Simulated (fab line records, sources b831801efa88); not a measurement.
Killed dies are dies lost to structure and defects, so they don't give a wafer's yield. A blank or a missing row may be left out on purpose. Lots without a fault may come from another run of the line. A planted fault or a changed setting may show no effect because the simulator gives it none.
Which tool did it? | flow gf180mcu | 14 lots, 42 wafers sampled, at 3 steps of a route of 602

WHAT THE GAUGES READ, wafer by wafer
GF_POLY_GATE_THK_MEAS_01. Usual: POLY_GATE_CVD_00_THK 199.7 nm, standard deviation 2.1.
lot  | measured     | on            | POLY_GATE_CVD_00_THK (nm) | flag
L206 | day 8 11:41  | film_metro-03 | 200.4 199.9 199.6         |
L207 | day 8 17:11  | film_metro-02 | 198.8 199.3 197.3         |
L208 | day 8 23:16  | film_metro-03 | 199.9 200.9 201.7         |
L209 | day 9 06:37  | film_metro-01 | 198.6 200.2 200.2         |
L210 | day 9 15:43  | film_metro-02 | 203.7 202.3 200.9         |
L212 | day 10 06:28 | film_metro-01 | 199.8 198.6 198.4         |
L213 | day 10 14:40 | film_metro-01 | 197.0 198.8 198.7         |
L214 | day 10 19:04 | film_metro-03 | 200.0 201.3 202.6         |
L215 | day 11 05:26 | film_metro-01 | 203.2 203.3 202.8         |
L216 | day 11 10:28 | film_metro-02 | 200.5 200.4 200.2         |
L217 | day 11 16:32 | film_metro-03 | 203.3 204.5 203.3         |
L220 | day 12 11:34 | film_metro-01 | 200.1 199.8 198.2         |
L228 | day 14 19:41 | film_metro-02 | 333.2 335.0 334.4         | OFF
L229 | day 15 09:50 | film_metro-02 | 336.2 336.1 334.4         | OFF

GF_HV_LDD_CD_MEAS_19: target cd 400 nm. Usual: cd_nm 400.5 nm, standard deviation 1.7.
lot  | measured     | on        | cd_nm (nm)        | flag
L206 | day 10 16:45 | cd_sem-02 | 400.1 400.1 400.9 |
L207 | day 10 23:18 | cd_sem-01 | 401.2 403.7 400.9 |
L208 | day 11 05:16 | cd_sem-01 | 400.9 401.1 398.7 |
L209 | day 11 14:34 | cd_sem-02 | 399.1 399.4 401.2 |
L210 | day 12 01:15 | cd_sem-01 | 400.6 397.5 400.3 |
L212 | day 12 20:13 | cd_sem-02 | 398.4 395.8 400.1 |
L213 | day 13 02:41 | cd_sem-01 | 402.3 401.8 402.1 |
L214 | day 13 07:39 | cd_sem-02 | 398.4 399.9 399.8 |
L215 | day 13 17:52 | cd_sem-02 | 399.8 399.2 400.1 |
L216 | day 13 23:16 | cd_sem-01 | 399.5 399.4 400.4 |
L217 | day 14 07:09 | cd_sem-01 | 400.2 399.9 400.9 |
L220 | day 15 03:55 | cd_sem-01 | 400.0 399.4 400.0 |
L228 | day 17 14:49 | cd_sem-01 | 401.0 400.9 399.5 |
L229 | day 18 10:12 | cd_sem-01 | 400.0 401.5 398.8 |

WHICH TOOL RAN EACH LOT (tool, then ch and the chambers of the sampled wafers, then the start)
lot  | GF_POLY_GATE_CVD_00
L206 | lpcvd-02 ch 0, day 8 10:20
L207 | lpcvd-01 ch 1, day 8 15:44
L208 | lpcvd-01 ch 0, day 8 21:56
L209 | lpcvd-02 ch 0, day 9 05:17
L210 | lpcvd-01 ch 1, day 9 14:23
L212 | lpcvd-02 ch 1, day 10 05:08
L213 | lpcvd-01 ch 0, day 10 13:19
L214 | lpcvd-01 ch 0, day 10 17:44
L215 | lpcvd-02 ch 0, day 11 04:05
L216 | lpcvd-02 ch 0, day 11 09:07
L217 | lpcvd-02 ch 1, day 11 15:12
L220 | lpcvd-02 ch 0, day 12 10:14
L228 | lpcvd-01 ch 0, day 14 18:20
L229 | lpcvd-01 ch 0, day 15 08:30
- GF_POLY_GATE_CVD_00: deposits poly-Si, target thk 200 nm, time 1200 s.

WHAT THE TOOLS THEMSELVES READ (means of the sampled wafers that have a number; where no wafer has one, the mark that the record gives instead)
GF_POLY_GATE_CVD_00. Usual: spike_tc_upper_C 619.8 C, standard deviation 1.2.
lot  | tool     | spike_tc_upper_C (C) | flag
L206 | lpcvd-02 | 619.9                |
L207 | lpcvd-01 | 619.9                |
L208 | lpcvd-01 | 619.1                |
L209 | lpcvd-02 | 620.3                |
L210 | lpcvd-01 | 619.5                |
L212 | lpcvd-02 | 621.2                |
L213 | lpcvd-01 | 618.7                |
L214 | lpcvd-01 | 619.2                |
L215 | lpcvd-02 | 619.9                |
L216 | lpcvd-02 | 619.9                |
L217 | lpcvd-02 | 619.2                |
L220 | lpcvd-02 | 619.5                |
L228 | lpcvd-01 | 618.9                |
L229 | lpcvd-01 | 619.3                |

THE ANSWER, worked out from the rows above alone
Rule: a lot is off if the mean of its wafers that have a number lies more than 3 standard deviations from the usual mean. A lot without any number at a reading at which 4 lots or more have one is off too. The other lots that the step has rows for count as sound. The gauges are gone through in route order, then the tools' own readings, and for those a lot's mean is taken as printed above. The first step at which some lot is off is used, and at that step the reading that is off furthest; a lot without a number counts as furthest.
Off: L228, L229, at GF_POLY_GATE_THK_MEAS_01 (POLY_GATE_CVD_00_THK).
A tool fits if, at a process step before that reading, it ran every lot that is off, and no sound lot after the first of them. The gauges at GF_POLY_GATE_THK_MEAS_01 are tried like those tools. Can't be told from this: 2 tools fit, lpcvd-01 at GF_POLY_GATE_CVD_00, film_metro-02 at GF_POLY_GATE_THK_MEAS_01.

WHAT THE SIMULATOR HAD PUT IN
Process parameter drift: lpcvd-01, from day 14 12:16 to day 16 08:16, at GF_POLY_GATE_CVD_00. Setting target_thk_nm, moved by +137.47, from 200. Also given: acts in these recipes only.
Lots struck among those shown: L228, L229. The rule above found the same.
